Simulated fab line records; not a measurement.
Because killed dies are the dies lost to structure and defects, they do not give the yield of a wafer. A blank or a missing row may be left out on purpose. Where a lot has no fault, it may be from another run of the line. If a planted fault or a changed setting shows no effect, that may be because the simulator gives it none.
Which of the tools did it? || flow sky130 || route of 708 steps, sampled at 1 step: 24 lots, 72 wafers

WHAT THE GAUGES READ, wafer by wafer
SKY_FIELD_ISO_THK_MEAS_23.
{"lot": "L074", "measured": "day 2 05:16", "on": "film metro-03", "FIELD_ISO_OXIDATION_01_THK (nm)": "10.12 10.21 10.04"}
{"lot": "L075", "measured": "day 2 15:41", "on": "film metro-01", "FIELD_ISO_OXIDATION_01_THK (nm)": "10.10 10.31 10.50"}
{"lot": "L076", "measured": "day 2 20:21", "on": "film metro-01", "FIELD_ISO_OXIDATION_01_THK (nm)": "9.81 10.00 9.74"}
{"lot": "L077", "measured": "day 3 00:14", "on": "film metro-04", "FIELD_ISO_OXIDATION_01_THK (nm)": "10.12 10.14 10.01"}
{"lot": "L078", "measured": "day 3 03:32", "on": "film metro-03", "FIELD_ISO_OXIDATION_01_THK (nm)": "9.73 9.65 9.60"}
{"lot": "L079", "measured": "day 3 11:12", "on": "film metro-03", "FIELD_ISO_OXIDATION_01_THK (nm)": "9.92 10.03 9.97"}
{"lot": "L080", "measured": "day 3 18:47", "on": "film metro-01", "FIELD_ISO_OXIDATION_01_THK (nm)": "10.27 10.20 10.07"}
{"lot": "L081", "measured": "day 3 18:47", "on": "film metro-03", "FIELD_ISO_OXIDATION_01_THK (nm)": "10.26 10.11 10.13"}
{"lot": "L082", "measured": "day 4 02:52", "on": "film metro-04", "FIELD_ISO_OXIDATION_01_THK (nm)": "9.91 9.98 10.14"}
{"lot": "L083", "measured": "day 4 07:29", "on": "film metro-03", "FIELD_ISO_OXIDATION_01_THK (nm)": "10.43 10.36 10.26"}
{"lot": "L085", "measured": "day 4 16:40", "on": "film metro-01", "FIELD_ISO_OXIDATION_01_THK (nm)": "10.02 10.04 10.13"}
{"lot": "L084", "measured": "day 4 17:50", "on": "film metro-01", "FIELD_ISO_OXIDATION_01_THK (nm)": "9.91 9.88 9.82"}
{"lot": "L086", "measured": "day 4 23:30", "on": "film metro-01", "FIELD_ISO_OXIDATION_01_THK (nm)": "10.20 10.28 10.46"}
{"lot": "L087", "measured": "day 5 04:07", "on": "film metro-03", "FIELD_ISO_OXIDATION_01_THK (nm)": "9.85 10.28 10.00"}
{"lot": "L088", "measured": "day 5 10:21", "on": "film metro-04", "FIELD_ISO_OXIDATION_01_THK (nm)": "9.71 9.72 9.69"}
{"lot": "L089", "measured": "day 5 14:26", "on": "film metro-03", "FIELD_ISO_OXIDATION_01_THK (nm)": "9.78 9.88 9.71"}
{"lot": "L090", "measured": "day 5 19:07", "on": "film metro-04", "FIELD_ISO_OXIDATION_01_THK (nm)": "9.97 10.00 10.04"}
{"lot": "L091", "measured": "day 6 00:43", "on": "film metro-01", "FIELD_ISO_OXIDATION_01_THK (nm)": "9.99 9.86 9.87"}
{"lot": "L092", "measured": "day 6 03:24", "on": "film metro-01", "FIELD_ISO_OXIDATION_01_THK (nm)": "10.01 9.86 10.07"}
{"lot": "L093", "measured": "day 6 09:10", "on": "film metro-03", "FIELD_ISO_OXIDATION_01_THK (nm)": "9.98 9.89 9.87"}
{"lot": "L094", "measured": "day 6 17:20", "on": "film metro-03", "FIELD_ISO_OXIDATION_01_THK (nm)": "10.08 9.94 10.17"}
{"lot": "L095", "measured": "day 7 01:42", "on": "film metro-04", "FIELD_ISO_OXIDATION_01_THK (nm)": "10.35 10.32 10.29"}
{"lot": "L096", "measured": "day 7 07:08", "on": "film metro-04", "FIELD_ISO_OXIDATION_01_THK (nm)": "10.01 9.96 9.99"}
{"lot": "L097", "measured": "day 7 07:08", "on": "film metro-03", "FIELD_ISO_OXIDATION_01_THK (nm)": "10.16 10.41 10.04"}

EACH LOT AND THE TOOL THAT RAN IT (in order: tool; ch and the chambers of the sampled wafers; start)
The record holds no process step before these readings.

WHAT THE TOOLS THEMSELVES READ (means of the sampled wafers that have a number; where no wafer has one, the mark that the record gives instead)
The record holds no such reading with a usual standard deviation.

THE ANSWER, worked out from the rows above alone
Rule: the usual values come from the lots themselves. The widest of any qualifying gaps counts: lots, ordered by their means at a reading, are off when they make up no more than a third of the lots, leave a main group of 4 or more, and stand apart from it by 3 or more times the standard deviation of that group's means. A main group whose means are all the same, to the digits that the tables above print for the reading, isn't used. Also off: a lot with no number at a reading for which 4 or more lots have one. All remaining lots with rows at the step are treated as sound. Order of review: gauges by route order, followed by the tools' own readings, for which a lot's mean as printed above is used. At the first step where some lot is off, the reading lying furthest off is the one used; lots without a number count as furthest.
Nothing can be told from this: no lot is off at any reading shown.

WHAT HAD BEEN PUT IN BY THE SIMULATOR
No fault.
